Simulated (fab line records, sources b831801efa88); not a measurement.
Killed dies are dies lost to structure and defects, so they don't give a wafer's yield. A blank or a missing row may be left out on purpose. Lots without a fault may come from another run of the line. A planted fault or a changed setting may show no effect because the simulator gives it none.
Which tool did it? | flow gf180mcu | 12 lots, 36 wafers sampled, at 5 steps of a route of 602

WHAT THE GAUGES READ, wafer by wafer
GF_M5_OVL_MEAS_08. Usual: M5_OVL 3 nm, standard deviation 5.7.
lot  | measured     | on         | M5_OVL (nm) | flag
L461 | day 26 12:21 | overlay-01 | 5 9 6       |
L462 | day 27 03:18 | overlay-01 | 12 10 6     |
L463 | day 27 08:57 | overlay-01 | 12 14 18    |
L464 | day 27 17:15 | overlay-01 | 4 -6 -9     |
L465 | day 27 22:16 | overlay-02 | 0 5 -1      |
L467 | day 28 13:59 | overlay-01 | 10 9 11     |
L472 | day 30 01:40 | overlay-01 | 7 7 3       |
L473 | day 30 11:24 | overlay-02 | 3 3 -2      |
L474 | day 30 18:40 | overlay-01 | 3 -6 -3     |
L476 | day 31 06:20 | overlay-01 | 3 -4 -3     |
L480 | day 32 05:37 | overlay-01 | 9 1 -2      |
L481 | day 32 11:56 | overlay-02 | 2 -5 3      |

GF_V5_THK_MEAS_01. Usual: V5_CVD_00_THK 298 nm, standard deviation 3.1.
lot  | measured     | on            | V5_CVD_00_THK (nm) | flag
L461 | day 26 13:07 | film_metro-01 | 297 302 302        |
L462 | day 27 04:04 | film_metro-02 | 301 305 299        |
L463 | day 27 09:49 | film_metro-04 | 296 297 295        |
L464 | day 27 18:08 | film_metro-02 | 297 297 300        |
L465 | day 27 23:02 | film_metro-02 | 297 301 298        |
L467 | day 28 14:46 | film_metro-04 | 296 295 295        |
L472 | day 30 02:36 | film_metro-02 | 240 236 237        | OFF
L473 | day 30 12:10 | film_metro-01 | 240 246 243        | OFF
L474 | day 30 19:26 | film_metro-02 | 298 295 299        |
L476 | day 31 07:07 | film_metro-01 | 294 292 295        |
L480 | day 32 06:23 | film_metro-01 | 293 292 296        |
L481 | day 32 12:52 | film_metro-02 | 298 301 298        |

GF_V5_CD_MEAS_14: target cd 260 nm. Usual: cd_nm 260.0 nm, standard deviation 1.2.
lot  | measured     | on        | cd_nm (nm)        | flag
L461 | day 27 10:13 | cd_sem-02 | 258.6 258.6 259.4 |
L462 | day 28 00:43 | cd_sem-02 | 262.8 261.5 262.5 |
L463 | day 28 05:59 | cd_sem-02 | 260.5 260.5 260.5 |
L464 | day 28 14:14 | cd_sem-02 | 258.5 256.8 258.6 |
L465 | day 28 19:01 | cd_sem-02 | 259.8 260.2 259.6 |
L467 | day 29 09:58 | cd_sem-02 | 259.4 260.5 259.7 |
L472 | day 30 21:13 | cd_sem-01 | 260.8 260.2 261.1 |
L473 | day 31 06:55 | cd_sem-02 | 260.4 259.4 259.1 |
L474 | day 31 14:22 | cd_sem-02 | 258.3 259.1 259.0 |
L476 | day 32 01:13 | cd_sem-02 | 259.0 259.1 259.0 |
L480 | day 32 23:25 | cd_sem-02 | 262.0 262.7 261.2 |
L481 | day 33 06:04 | cd_sem-01 | 259.1 256.9 258.7 |

WHICH TOOL RAN EACH LOT (tool, then ch and the chambers of the sampled wafers, then the start)
lot  | GF_MIM_SPUTTER_03            | GF_V5_CVD_00
L461 | pvd_sputter-02, day 24 16:37 | hdpcvd-02 ch 0,1,2, day 26 13:04
L462 | pvd_sputter-02, day 25 08:08 | hdpcvd-02 ch 0,1, day 27 04:01
L463 | pvd_sputter-02, day 25 14:04 | hdpcvd-01 ch 1,2, day 27 09:46
L464 | pvd_sputter-04, day 25 22:47 | hdpcvd-02 ch 1,2, day 27 18:05
L465 | pvd_sputter-01, day 26 04:56 | hdpcvd-01 ch 0,2, day 27 22:59
L467 | pvd_sputter-04, day 26 21:18 | hdpcvd-01 ch 0,1,2, day 28 14:43
L472 | pvd_sputter-04, day 28 10:51 | hdpcvd-02 ch 0,1,2, day 30 02:32
L473 | pvd_sputter-01, day 28 20:31 | hdpcvd-02 ch 0,1, day 30 12:07
L474 | pvd_sputter-02, day 29 05:33 | hdpcvd-01 ch 0,1,2, day 30 19:23
L476 | pvd_sputter-02, day 29 16:11 | hdpcvd-01 ch 1,2, day 31 07:04
L480 | pvd_sputter-01, day 30 18:15 | hdpcvd-01 ch 0,1,2, day 32 06:20
L481 | pvd_sputter-02, day 31 00:14 | hdpcvd-01 ch 1,2, day 32 12:47
- GF_MIM_SPUTTER_03: material Ti, target thk 10 nm, time 6.7 s.
- GF_V5_CVD_00: deposits SiO2, target thk 300 nm, time 50 s.

WHAT THE TOOLS THEMSELVES READ (means of the sampled wafers that have a number; where no wafer has one, the mark that the record gives instead)
GF_MIM_SPUTTER_03. Usual: throttle_valve_pct 29.8 %, standard deviation 1.
lot  | tool           | throttle_valve_pct (%) | flag
L461 | pvd_sputter-02 | 29.2                   |
L462 | pvd_sputter-02 | 29.6                   |
L463 | pvd_sputter-02 | 29.3                   |
L464 | pvd_sputter-04 | 30.2                   |
L465 | pvd_sputter-01 | 29.9                   |
L467 | pvd_sputter-04 | 29.6                   |
L472 | pvd_sputter-04 | 29.8                   |
L473 | pvd_sputter-01 | 30.9                   |
L474 | pvd_sputter-02 | 29.7                   |
L476 | pvd_sputter-02 | 29.3                   |
L480 | pvd_sputter-01 | 30.0                   |
L481 | pvd_sputter-02 | 29.7                   |

GF_V5_CVD_00. Usual: sih4_flow_sccm 60.00 sccm, standard deviation 0.19.
lot  | tool      | sih4_flow_sccm (sccm) | flag
L461 | hdpcvd-02 | 59.96                 |
L462 | hdpcvd-02 | 60.34                 |
L463 | hdpcvd-01 | 59.91                 |
L464 | hdpcvd-02 | 60.19                 |
L465 | hdpcvd-01 | 60.21                 |
L467 | hdpcvd-01 | 59.98                 |
L472 | hdpcvd-02 | 48.03                 | OFF
L473 | hdpcvd-02 | 47.91                 | OFF
L474 | hdpcvd-01 | 59.97                 |
L476 | hdpcvd-01 | 60.08                 |
L480 | hdpcvd-01 | 60.12                 |
L481 | hdpcvd-01 | 60.01                 |

THE ANSWER, worked out from the rows above alone
Rule: a lot is off if the mean of its wafers that have a number lies more than 3 standard deviations from the usual mean. A lot without any number at a reading at which 4 lots or more have one is off too. The other lots that the step has rows for count as sound. The gauges are gone through in route order, then the tools' own readings, and for those a lot's mean is taken as printed above. The first step at which some lot is off is used, and at that step the reading that is off furthest; a lot without a number counts as furthest.
Off: L472, L473, at GF_V5_THK_MEAS_01 (V5_CVD_00_THK).
A tool fits if, at a process step before that reading, it ran every lot that is off, and no sound lot after the first of them. The gauges at GF_V5_THK_MEAS_01 aren't tried: what is off there is off at GF_V5_CVD_00 too, on other tools, and a gauge's error can't cause that. One fits: hdpcvd-02 at GF_V5_CVD_00. Its last sound lot is L464 (day 27 18:05), its first lot that is off L472 (day 30 02:32): a fault that began between those two fits.
The tool's own readings at GF_V5_CVD_00 bear it out: on the lots that are off they differ by more than 5 times the standard deviation of the sound lots' means. sih4_flow_sccm reads 47.97 sccm there against 60.08 sccm on the sound lots.

WHAT THE SIMULATOR HAD PUT IN
Process parameter drift: hdpcvd-02, from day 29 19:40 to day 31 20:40, at GF_V5_CVD_00. Setting sih4_flow_sccm, moved by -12, from 60. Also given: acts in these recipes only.
Lots struck among those shown: L472, L473. The rule above found the same.
